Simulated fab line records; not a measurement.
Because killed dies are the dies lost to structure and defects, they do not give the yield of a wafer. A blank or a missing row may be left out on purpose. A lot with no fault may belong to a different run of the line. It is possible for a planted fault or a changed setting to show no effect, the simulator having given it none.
A struck lot beside a sound one | flow sky130 | 16 steps out of a route of 708
Sound: these wafers, L869.1, L869.3, L869.5. Wafers L864.1, L864.2, L864.5 were the ones struck. At the end, the cause is stated.
For every step that has rows: the tool of each side, followed by ch and its chambers, followed by its first start. Under that, the readings that differ: sound wafers | struck wafers | difference of the means | sigmas: that difference in standard deviations of wafers without a fault.
alike: readings whose means differ by less than 2 such deviations, and words and numbers that are the same on both sides. not compared: withheld readings, readings that some wafer has no value for, bounds like >300 that may hide the same value, and numbers for which the record gives no deviation and whose values overlap.
A row with sigmas, a row that says differs or no value, or rows on one side alone: a step with any of these is where the two part. Numbers that don't overlap but have no deviation are shown without sigmas and don't part them. A reading that every wafer of one side lacks parts them only if that side has two wafers or more.

first, 5 steps without rows for these wafers: SKY_SONOS_TUNNEL_COAT_02 (resist thk 1140 nm); SKY_SONOS_TUNNEL_SOFTBAKE_03 (time 60 s); SKY_SONOS_TUNNEL_EXPOSE_04 (exposes mask TUNM, target cd 410 nm); SKY_SONOS_TUNNEL_PEB_05; SKY_SONOS_TUNNEL_DEVELOP_06 (develop time 60 s).
SKY_SONOS_TUNNEL_CD_MEAS_07 targets a cd of 410 nm.
  sound: cd-sem-02 at day 15 09:10; struck: cd-sem-02 at day 13 17:09
  alike: cd-nm
SKY_SONOS_TUNNEL_OVL_MEAS_08:
  sound: overlay-02 at day 15 09:17; struck: overlay-02 at day 13 17:16
  alike: SONOS_TUNNEL_OVL
then, 3 steps without rows for these wafers: SKY_SONOS_TUNNEL_IMPLANT_09; SKY_SONOS_TUNNEL_WET_ETCH_10 (etches SiO2 in dHF, target depth 14 nm, time 280 s); SKY_SONOS_TUNNEL_STRIP_11 (strips in SPM, time 600 s).
SKY_SONOS_TUNNEL_TW_MEAS_12:
  sound: film-metro-03 at day 15 09:44; struck: film-metro-01 at day 13 17:43
  alike: SONOS_TUNNEL_TW
then, 1 step without rows for these wafers: SKY_SONOS_TUNNEL_CLEAN_13 (cleans in dHF, time 20 s).
SKY_SONOS_ONO_OXIDATION_00: stabilise 600 s, purge 300 s, target thk 2.6 nm.
  sound on furnace-02 ch 0, day 15 10:53; struck on furnace-01 ch 0, day 13 19:34
  reading                | sound             | struck               | difference | sigmas
  spike-tc-lower-C (C)   | 799.4 800.0 802.4 | 807.9 806.4 806.3    | +6.3       | +6
  spike-tc-upper-C (C)   | 802.4 800.2 801.0 | 806.0 804.8 805.1    | +4.1       | +4
  tube-center-temp-C (C) | 799.97 800 799.93 | 804.88 804.95 804.82 | +4.92      | +62
  tube_center_temp_C_max | 801.7 802.5 802.3 | 806.8 806.9 806.6    | +4.6       | +14
  alike: zone-power-top-pct
  not compared: model.SiO2_of_SONOS_ONO_OXIDATION_00.thk-nm
SKY_SONOS_ONO_THK_MEAS_01:
  sound: film-metro-01 at day 15 12:14; struck: film-metro-01 at day 13 20:55
  alike: SONOS_ONO_OXIDATION_THK
then, 1 step without rows for these wafers: SKY_SONOS_ONO_CVD_02 (deposits Si3N4 from DCS/NH3, target thk 10.5 nm, time 180 s).
-- the record jumps here: 34 days lie between the struck wafers' starts before and after (it left off in module SONOS_ONO and takes up again in module PAD_OPEN, whose first step shown is number 708 of the route) --
SKY_PAD_OPEN_PROBE_99:
  sound: prober-02 at day 49 08:19; struck: prober-01 at day 47 18:10
  reading            | sound    | struck   | difference | sigmas
  killed_at_M0_to_M3 | 60 39 69 | 38 33 49 | -16        | -2
  killed-open        | 62 45 58 | 43 36 46 | -13        | -2
  alike: killed_at_M4_up, killed-at-contacts, killed-at-front-end, killed-at-other, killed-dies, killed-short
  not compared: model.etest.sonos-erased.vt-v, model.etest.sonos-baked.vt-less-v

== WHERE THEY PART ==
Earliest at SKY_SONOS_ONO_OXIDATION_00; latest, in this record, at SKY_PAD_OPEN_PROBE_99.

WHY: the cause the simulator had injected
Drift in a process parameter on furnace-01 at SKY_SONOS_ONO_OXIDATION_00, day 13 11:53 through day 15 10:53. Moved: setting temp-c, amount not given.
